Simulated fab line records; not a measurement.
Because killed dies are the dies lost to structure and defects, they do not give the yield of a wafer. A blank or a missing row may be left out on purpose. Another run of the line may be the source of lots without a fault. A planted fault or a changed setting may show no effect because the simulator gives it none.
fab line records -- flow sky130
record lots=4, wafers=12, lastDay=50
route steps=708 shown GATE_OXIDE@192 POLY_GATE@204 RES_PROTECT@206 POLY_CUT@318 PAD_OPEN@708
lots that met no fault: from a run of the same line without faults
startH: start of the lot's first displayed wafer, in hours after the record's first day -- waitH: hours from the lot's prior step to this one -- " unchanged from the row above -- L1.1+2: a single row standing in for several wafers -- - value missing, or start not given -- * or withheld: withheld -- < > ~ a bound
route shown NAME@n: names a module that has steps shown in the file, with the first one's number in the route -- usual: mean/standard deviation of fault-free wafers -- same: alike in all rows -- chamber/n: place in a boat -- sites: readings site by site -- _std_site: their standard deviation -- _edge_site: inner sites' mean taken away from outer sites' mean -- radiusMm: for every site, how far away it sits from the centre of the wafer -- mask NAME#n: copy n -- behind: the last tool/chamber to shape the wafer -- hold: cause of the lot's hold/its duration in hours/its outcome -- device: the transistor (n, p or np) that didn't switch -- end of line: the tests these same wafers got at the end of their route -- where a step has no rows: the recipe by itself -- killed: not the wafer's yield, but the dies lost to structure and defects at the first sort -- map: a wafer's dies, marking killed ones x, the rest . and places with no die _
set.NAME: the run value of the setting; set.NAME@STEP: its run value at that earlier step -- model.NAME: the simulator's own value behind a step, which no gauge read
lots at some steps of the route; a table a step, a row a wafer
services: the hour from which a tool's chamber was out of use, counted from the record's first day as startH (under 0 if before that day), plus the number of hours and why
## steps
# step SKY_GATE_OXIDE_COAT_05
# recipe resist=NOVOLAK, spinRpm=3000, resistThkNm=1162
# step SKY_GATE_OXIDE_SOFTBAKE_06
# recipe tempC=90, timeS=60, resist=NOVOLAK
# step SKY_GATE_OXIDE_EXPOSE_07
# recipe maskId=LVOM, na=0.6, sourceShape=conventional, sigmaOuter=0.6, polarization=unpolarized, targetCdNm=600, doseMj=170
# step SKY_GATE_OXIDE_PEB_08
# recipe tempC=withheld, timeS=*, resist=NOVOLAK
# step SKY_GATE_OXIDE_DEVELOP_09
# recipe resist=NOVOLAK, developer=TMAH, developTimeS=60, devTempC=23
# step SKY_GATE_OXIDE_IMPLANT_11
# recipe species=B, energyKev=10, doseCm2=2.6e+12, tiltDeg=withheld
# step SKY_GATE_OXIDE_WET_ETCH_12
# recipe chemistry=dHF, targetDepthNm=16.8, dry=n2Spin, target=SiO2, dilution=100:1, tempC=25, timeS=336
# step SKY_GATE_OXIDE_STRIP_13
# recipe chemistry=O2/N2, powerW=1400, pressureMtorr=1500, platenTempC=withheld, o2FlowSccm=3000, n2FlowSccm=300, overashFraction=0.5
# step SKY_GATE_OXIDE_CLEAN_15
# recipe chemistry=SC1/SC2, mix=1:4:20, tempC=70, timeS=150, dry=n2Spin
# step SKY_GATE_OXIDE_OXIDATION_16
# recipe tempC=800, ambient=O2, idleTempC=700, rampUpCPerMin=10, rampDownCPerMin=3, stabiliseS=600, purgeS=300, targetThkA=35.7, oxTimeS=1915
# step SKY_POLY_GATE_CVD_00
# recipe material=poly-Si, targetThkNm=180, tempC=620, timeS=720, pressureMtorr=200
# usual pressureMtorr=200.0/0.44, spikeTcLowerC=620.8/1.2
lot.wafer,tool,chamber,startH,waitH,pressureMtorr,spikeTcLowerC,model.poly-Si_of_POLY_GATE_CVD_00.thkNm
L354.2,lpcvd-01,1,356.51,0.0,199.7,621.2,230.9
L354.4,lpcvd-01,1,356.51,0.0,200.1,621.8,232.1
L354.5,lpcvd-01,1,356.51,0.0,200.3,622.9,233.1
L355.1,lpcvd-01,1,364.98,0.0,199.8,620.2,232.1
L355.2,lpcvd-01,1,364.98,0.0,199.9,621.9,232.1
L355.6,lpcvd-01,1,364.98,0.0,200.0,624.1,231.6
L365.2,lpcvd-01,1,459.92,0.3,200.1,620.9,182.2
L365.3,lpcvd-01,1,459.92,0.3,200.1,619.7,181.9
L365.5,lpcvd-01,1,459.92,0.3,200.1,622.9,180.9
L370.1,lpcvd-01,0,496.31,0.0,199.9,621.0,175.9
L370.3,lpcvd-01,0,496.31,0.0,200.1,619.8,176.4
L370.6,lpcvd-01,0,496.31,0.0,199.6,620.1,176.3
# step SKY_POLY_GATE_THK_MEAS_01
# recipe reads=poly-Si_of_POLY_GATE_CVD_00
# usual POLY_GATE_CVD_00_THK=179.9/1.6
lot.wafer,tool,chamber,startH,waitH,POLY_GATE_CVD_00_THK[nm]
L354.2,filmMetro-02,-,357.72,0.0,230.9
L354.4,filmMetro-02,-,357.72,0.0,232.0
L354.5,filmMetro-02,-,357.72,0.0,233.2
L355.1,filmMetro-03,-,366.18,0.0,232.3
L355.2,filmMetro-03,-,366.18,0.0,232.2
L355.6,filmMetro-03,-,366.18,0.0,231.5
L365.2,filmMetro-02,-,461.73,0.0,182.2
L365.3,filmMetro-02,-,461.73,0.0,182.0
L365.5,filmMetro-02,-,461.73,0.0,181.0
L370.1,filmMetro-01,-,497.51,0.0,175.9
L370.3,filmMetro-01,-,497.51,0.0,176.3
L370.6,filmMetro-01,-,497.51,0.0,176.4
# step SKY_RES_PROTECT_DEHYDRATE_00
# recipe tempC=200, timeS=60
# step SKY_RES_PROTECT_HMDS_01
# recipe primeTimeS=60, primeTempC=120
# step SKY_RES_PROTECT_COAT_02
# recipe resist=NOVOLAK, spinRpm=3000, resistThkNm=1140
# step SKY_RES_PROTECT_SOFTBAKE_03
# recipe tempC=90, timeS=60, resist=NOVOLAK
# step SKY_RES_PROTECT_EXPOSE_04
# recipe maskId=RPM, na=0.6, sourceShape=conventional, sigmaOuter=0.6, polarization=unpolarized, targetCdNm=1270, doseMj=131
# step SKY_RES_PROTECT_PEB_05
# recipe tempC=withheld, timeS=*, resist=NOVOLAK
# step SKY_RES_PROTECT_DEVELOP_06
# recipe resist=NOVOLAK, developer=TMAH, developTimeS=60, devTempC=23
# step SKY_POLY_GATE_IMPLANT_02
# recipe species=P, energyKev=30, doseCm2=7.557e+15, tiltDeg=0
# step SKY_RES_PROTECT_STRIP_07
# recipe chemistry=O2/N2, powerW=1400, pressureMtorr=1500, platenTempC=withheld, o2FlowSccm=3000, n2FlowSccm=300, overashFraction=0.5
# step SKY_RES_PROTECT_CLEAN_09
# recipe chemistry=SC1/SC2, mix=1:4:20, tempC=70, timeS=150, dry=n2Spin
# step SKY_POLY_GATE_CVD_03
# recipe material=Si3N4, precursor=DCS/NH3, targetThkNm=75, tempC=770, timeS=1290, pressureMtorr=250
# step SKY_POLY_GATE_DEHYDRATE_05
# recipe tempC=200, timeS=60
# step SKY_POLY_GATE_HMDS_06
# recipe primeTimeS=60, primeTempC=120
# step SKY_POLY_GATE_COAT_07
# recipe resist=BARC, tempC=withheld, timeS=withheld, spinRpm=3000, resistThkNm=110
# step SKY_POLY_GATE_COAT_08
# recipe resist=KrF-thick, spinRpm=3000, resistThkNm=450
# step SKY_POLY_GATE_SOFTBAKE_09
# recipe tempC=100, timeS=90, resist=KrF-thick
# step SKY_POLY_GATE_EXPOSE_10
# recipe maskId=P1M, na=0.68, sourceShape=conventional, sigmaOuter=0.6, targetCdNm=150, doseMj=28
# step SKY_POLY_GATE_PEB_11
# recipe pebTempC=withheld, pebTimeS=withheld, resist=KrF-thick
# step SKY_POLY_GATE_DEVELOP_12
# recipe developTimeS=60, resist=KrF-thick, devTempC=21
# step SKY_POLY_GATE_ETCH_15
# recipe chemistry=N2/H2, target=BARC, ionEnergyEv=200, sourceW=500, biasW=100, pressureMtorr=30, n2FlowSccm=100, h2FlowSccm=200, stopOn=SiO2, timeS=118.5, targetDepthA=1100
# step SKY_POLY_GATE_ETCH_16
# recipe stopOn=poly-Si, chemistry=CH3F/O2, target=Si3N4, sourceW=392.4, biasW=80, pressureMtorr=25, ch3fFlowSccm=40, O2_flow_sccm=30, timeS=147.5, targetDepthA=750
# step SKY_POLY_GATE_ETCH_17
# recipe targetDepthNm=180, stopOn=SiO2, overEtchFrac=0.56667, chemistry=HBr/Cl2, target=poly-Si, icpW=400, biasW=100, pressureMtorr=10, HBr_flow_sccm=150, Cl2_flow_sccm=50, timeS=70.5
# usual chamberPressureMTorr=9.998/0.0094, drypumpMotorCurrentA=5.6/0.41, oesProductAu=0.986/0.0068, rfFwdPowerW=396.5/1.6, throttleValvePct=33.684/0.0094
lot.wafer,tool,chamber,startH,waitH,chamberPressureMTorr,drypumpMotorCurrentA,oesProductAu,rfFwdPowerW,rfHoursCounterH,throttleValvePct,model.etch.depthNm,model.POLY_GATE.featureDepthNm
L354.2,rieSi-02,3,420.03,0.0,9.989,5.5,0.999,397.1,60,33.680,181.7,181.7
L354.4,rieSi-02,0,420.03,0.0,9.988,5.2,0.998,396.2,72,33.683,179.5,179.5
L354.5,rieSi-02,0,420.03,0.0,10.008,5.3,0.988,394.4,-,33.682,179,179
L355.1,rieSi-01,1,426.02,0.0,10.012,5.6,0.995,395.6,12,33.694,179.3,179.3
L355.2,rieSi-01,2,426.02,0.0,10.001,6.3,1.004,397.5,3,33.688,179.1,179.1
L355.6,rieSi-01,0,426.02,0.0,10.007,6.2,1.012,397.9,-,33.683,182.8,182.8
L365.2,rieSi-01,2,526.28,0.0,10.002,6.3,0.992,398.1,3,33.694,179.6,179.6
L365.3,rieSi-01,0,526.28,0.0,9.999,6.2,0.993,396.8,46,33.689,181.3,181.3
L365.5,rieSi-01,0,526.28,0.0,9.994,6.2,0.992,398.0,-,33.679,180.3,180.3
L370.1,rieSi-01,3,559.70,0.0,10.012,5.3,0.969,396.0,12,33.680,175.3,175.3
L370.3,rieSi-01,1,559.70,0.0,9.989,5.6,0.976,395.2,13,33.681,175.8,175.8
L370.6,rieSi-01,2,559.70,0.0,9.989,6.4,0.982,400.2,-,33.684,175.7,175.7
# step SKY_POLY_GATE_STRIP_18
# recipe chemistry=O2/N2, powerW=1400, pressureMtorr=1500, platenTempC=withheld, o2FlowSccm=3000, n2FlowSccm=300, overashFraction=0.5
# step SKY_POLY_GATE_CLEAN_19
# recipe chemistry=SC1/SC2, mix=1:4:20, tempC=70, timeS=150, dry=n2Spin
# step SKY_POLY_CUT_ETCH_11
# recipe target=Si3N4, chemistry=CF4/CH2F2/Ar, stopOn=poly-Si, sourceW=600, biasW=150, pressureMtorr=40, cf4FlowSccm=40, ch2f2FlowSccm=20, Ar_flow_sccm=150, timeS=43.17, targetDepthA=600
# usual ch2f2FlowSccm=20.00/0.062, chamberPressureMTorr=40.00/0.036, drypumpMotorCurrentA=5.7/0.54, oesProductAu=0.828/0.0065, throttleValvePct=14.995/0.011
lot.wafer,tool,chamber,startH,waitH,ch2f2FlowSccm,chamberPressureMTorr,drypumpMotorCurrentA,oesProductAu,rfHoursCounterH,throttleValvePct,model.poly-Si_of_POLY_GATE_CVD_00.thkNm
L354.2,rieDiel-02,1,604.74,0.0,20.06,40.03,5.2,0.823,9,14.988,230.1
L354.4,rieDiel-02,3,604.74,0.0,19.98,40.01,5.5,0.822,20,14.976,231.3
L354.5,rieDiel-02,1,604.74,0.0,20.02,40.02,5.2,0.828,-,15.004,232.3
L355.1,rieDiel-04,0,613.99,0.0,20.02,40.02,5.9,0.824,2,15.004,231.3
L355.2,rieDiel-04,2,613.99,0.0,19.91,39.97,6.4,0.828,10,14.982,231.3
L355.6,rieDiel-04,1,613.99,0.0,19.98,40.02,6.3,0.819,-,15.010,230.7
L365.2,rieDiel-01,2,704.59,0.0,19.98,40.04,5.1,0.831,5,15.000,181.3
L365.3,rieDiel-01,1,704.59,0.0,20.09,39.96,4.9,0.833,2,14.999,181.1
L365.5,rieDiel-01,0,704.59,0.0,19.96,40.00,5.8,0.841,-,15.001,180
L370.1,rieDiel-01,2,736.39,0.0,20.07,39.94,5.1,0.825,6,14.994,175
L370.3,rieDiel-01,1,736.39,0.0,20.02,40.05,4.9,0.826,3,15.000,175.6
L370.6,rieDiel-01,0,736.39,0.0,19.92,40.00,5.8,0.838,-,14.997,175.5
# step SKY_PAD_OPEN_PROBE_99
# usual killed_at_M0_to_M3=44/6.3, killed_at_M4_up=3.1/2, killedAtContacts=24/4.8, killedAtFrontEnd=15/4.6, killedAtOther=0.2/0.51, killedDies=87/8.4, killedOpen=48/6.4, killedShort=39/5.9
# same grossDies=492, killedAtBackSide=0
lot.wafer,tool,chamber,startH,waitH,killed_at_M0_to_M3,killed_at_M4_up,killedAtContacts,killedAtFrontEnd,killedAtOther,killedDies,killedOpen,killedShort,model.etest.resXhighPo.lineOhmUm,model.etest.resXhighPo.rsOhmSq,model.etest.tipSonos.rsOhmSq,model.etest.resHighPo.lineOhmUm,model.etest.resPoly.lineOhmUm,model.etest.liconHighPo.rcOhm,model.etest.resHighPo.rsOhmSq,model.etest.liconPoly.rcOhm
L354.2,prober-02,-,1104.53,0.1,40,3,23,13,0,79,39,40,6050,2154,2759,645.6,433.9,393.7,226.1,168.5
L354.4,prober-02,-,1104.63,0.2,50,2,20,30,0,102,62,40,6244,2207,2812,660.4,445,414.4,227.6,179.3
L354.5,prober-02,-,1104.68,0.2,40,1,37,19,0,97,59,38,6243,2172,2780,646.8,448.2,415.1,225.6,166.8
L355.1,prober-01,-,1112.98,0.1,43,4,28,22,0,97,57,40,6458,2258,2767,670.5,440.6,409.2,234.3,169.4
L355.2,prober-01,-,1113.03,0.1,45,4,28,14,0,91,46,45,6500,2279,2736,669,452.8,421.5,235.5,183.9
L355.6,prober-01,-,1113.23,0.2,46,4,17,17,0,84,47,37,6476,2265,2719,666.3,456.4,422.8,234.3,175.1
L365.2,prober-02,-,1177.10,0.1,39,0,28,7,1,75,51,24,5810,2006,2750,734.6,532,331.2,259.4,152.4
L365.3,prober-02,-,1177.15,0.2,41,1,37,15,0,94,59,35,5700,1991,2779,748.5,531.5,338.3,259.8,153.3
L365.5,prober-02,-,1177.25,0.2,48,4,26,15,0,93,55,38,5615,1962,2676,746.3,531.9,337.1,258.7,146.2
L370.1,prober-01,-,1197.80,0.1,43,2,18,10,0,73,41,32,5567,1981,2644,743,513,337.9,263.1,147.8
L370.3,prober-01,-,1197.90,0.2,38,5,14,8,0,65,31,34,5301,1891,2616,732.6,489.8,337.9,259.4,142.3
L370.6,prober-01,-,1198.05,0.2,42,1,31,13,0,87,56,31,5825,2020,2643,751.6,524.4,346.8,267.4,152.5
# killed by level:class
L354.2 CONTACT:geometricParticle:open=7 VIA2:geometricParticle:open=7 VIA3:geometricParticle:open=7 CONTACT:geometricParticle:short=6 LI_CONTACT:geometricParticle:short=5 VIA1:geometricParticle:open=5 VIA1:geometricParticle:short=4 METAL2:geometricParticle:short=4
L354.4 VIA1:geometricParticle:open=13 CONTACT:geometricParticle:open=8 FIELD_ISO:geometricParticle:open=7 METAL2:geometricParticle:short=7 POLY_GATE:geometricParticle:short=6 POLY_GATE:geometricParticle:open=6 VIA2:geometricParticle:open=6 VIA3:geometricParticle:open=6
L354.5 CONTACT:geometricParticle:open=15 LI_CONTACT:geometricParticle:short=8 VIA1:geometricParticle:open=8 VIA1:geometricParticle:short=7 VIA3:geometricParticle:open=7 FIELD_ISO:geometricParticle:open=6 LI_CONTACT:geometricParticle:open=6 FIELD_ISO:geometricParticle:short=5
L355.1 LI_CONTACT:geometricParticle:open=11 VIA1:geometricParticle:open=11 POLY_GATE:geometricParticle:open=10 CONTACT:geometricParticle:open=10 METAL1:geometricParticle:short=6 FIELD_ISO:geometricParticle:open=5 METAL2:geometricParticle:short=5 VIA2:geometricParticle:short=5
L355.2 CONTACT:geometricParticle:short=9 CONTACT:geometricParticle:open=9 VIA1:geometricParticle:open=8 VIA2:geometricParticle:open=8 METAL1:geometricParticle:short=7 VIA3:geometricParticle:open=7 LI_CONTACT:geometricParticle:short=5 METAL2:geometricParticle:short=5
L355.6 VIA1:geometricParticle:open=13 CONTACT:geometricParticle:open=9 METAL2:geometricParticle:short=7 VIA2:geometricParticle:open=7 FIELD_ISO:geometricParticle:open=6 VIA1:geometricParticle:short=5 POLY_GATE:geometricParticle:short=4 VIA3:geometricParticle:open=4
L365.2 CONTACT:geometricParticle:open=13 VIA1:geometricParticle:open=12 VIA3:geometricParticle:open=11 LI_CONTACT:geometricParticle:open=7 CONTACT:geometricParticle:short=4 FIELD_ISO:geometricParticle:open=3 LOCAL_INTERCONNECT:geometricParticle:short=3 METAL1:geometricParticle:short=3
L365.3 CONTACT:geometricParticle:open=12 VIA1:geometricParticle:open=10 LI_CONTACT:geometricParticle:open=9 CONTACT:geometricParticle:short=9 VIA2:geometricParticle:open=8 VIA3:geometricParticle:open=6 FIELD_ISO:geometricParticle:open=5 LI_CONTACT:geometricParticle:short=5
L365.5 LI_CONTACT:geometricParticle:open=10 CONTACT:geometricParticle:open=10 VIA3:geometricParticle:open=9 VIA1:geometricParticle:short=8 METAL2:geometricParticle:short=7 VIA2:geometricParticle:open=7 FIELD_ISO:geometricParticle:open=5 CONTACT:geometricParticle:short=4
L370.1 CONTACT:geometricParticle:open=9 VIA1:geometricParticle:open=8 VIA3:geometricParticle:open=8 METAL1:geometricParticle:short=7 VIA2:geometricParticle:open=5 METAL2:geometricParticle:short=5 LI_CONTACT:geometricParticle:open=4 VIA1:geometricParticle:short=4
L370.3 METAL1:geometricParticle:short=11 LI_CONTACT:geometricParticle:open=6 VIA1:geometricParticle:open=5 VIA2:geometricParticle:open=5 VIA3:geometricParticle:open=5 FIELD_ISO:geometricParticle:short=3 FIELD_ISO:geometricParticle:open=3 LI_CONTACT:geometricParticle:short=3
L370.6 LI_CONTACT:geometricParticle:open=16 VIA1:geometricParticle:open=11 VIA2:geometricParticle:open=7 LOCAL_INTERCONNECT:geometricParticle:short=5 CONTACT:geometricParticle:open=5 FIELD_ISO:geometricParticle:open=4 CONTACT:geometricParticle:short=4 METAL1:geometricParticle:short=4
## services
tool,chamber,startH,hours,kind
rieDiel-04,2,339.70,2.9,repair
rieDiel-04,1,345.76,7.5,repair
rieDiel-01,2,358.42,2.8,repair
rieDiel-04,0,360.78,8.8,repair
rieSi-02,-,362.66,0.5,repair
rieDiel-04,2,363.79,4.4,repair
rieSi-01,1,383.06,2.3,repair
lpcvd-01,-,396.44,6.0,pm
rieDiel-01,0,429.61,8.4,repair
rieSi-01,0,432.31,8.3,repair
rieDiel-01,2,434.71,4.1,repair
rieSi-01,-,437.97,0.5,repair
rieSi-01,-,447.26,2.8,pm
lpcvd-01,-,450.03,2.8,repair
rieDiel-01,0,458.13,10.1,repair
rieDiel-01,3,459.64,2.6,repair
rieDiel-01,1,472.58,9.8,repair
rieSi-01,2,474.63,4.5,repair
rieDiel-01,3,523.83,1.8,repair
rieDiel-01,-,562.60,2.8,pm
rieDiel-01,-,566.10,1.1,repair
rieSi-01,2,604.12,14.7,repair
rieSi-01,0,616.96,4.5,repair
rieSi-01,-,670.72,2.2,repair
## key
firstSign step=SKY_POLY_GATE_THK_MEAS_01, reading=POLY_GATE_CVD_00_THK, direction=up, sigmas=32, usual=179.9, struck=232.0
effect none on later readings
modelEffect step=SKY_POLY_GATE_CVD_00, value=poly-Si_of_POLY_GATE_CVD_00.thkNm, without=179.9, struck=232
modelEffect step=SKY_POLY_GATE_ETCH_17, value=etch.depthNm, without=178.9, struck=180.2
modelEffect step=SKY_POLY_CUT_ETCH_11, value=poly-Si_of_POLY_GATE_CVD_00.thkNm, without=179, struck=231.2
modelEffect step=SKY_PAD_OPEN_PROBE_99, value=etest.resXhighPo.lineOhmUm, without=5581, struck=6329
metAt SKY_POLY_GATE_CVD_00
struckWafers L354.2,L354.4,L354.5,L355.1,L355.2,L355.6
testerLeftOut L354,L355
fault kind=processParameterDrift, tool=lpcvd-01, chamber=-, onsetH=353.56, steps=SKY_POLY_GATE_CVD_00, channel=targetThkNm, offset=52.145, shape=step, endH=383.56, stated=180
# testerLeftOut: of these lots the tester's yield and bins aren't shown, on N5 and GAA mostly nor the transistor test; their killed dies are dies lost to structure and defects alone, not to doping, threshold or leakage, so they don't give the yield
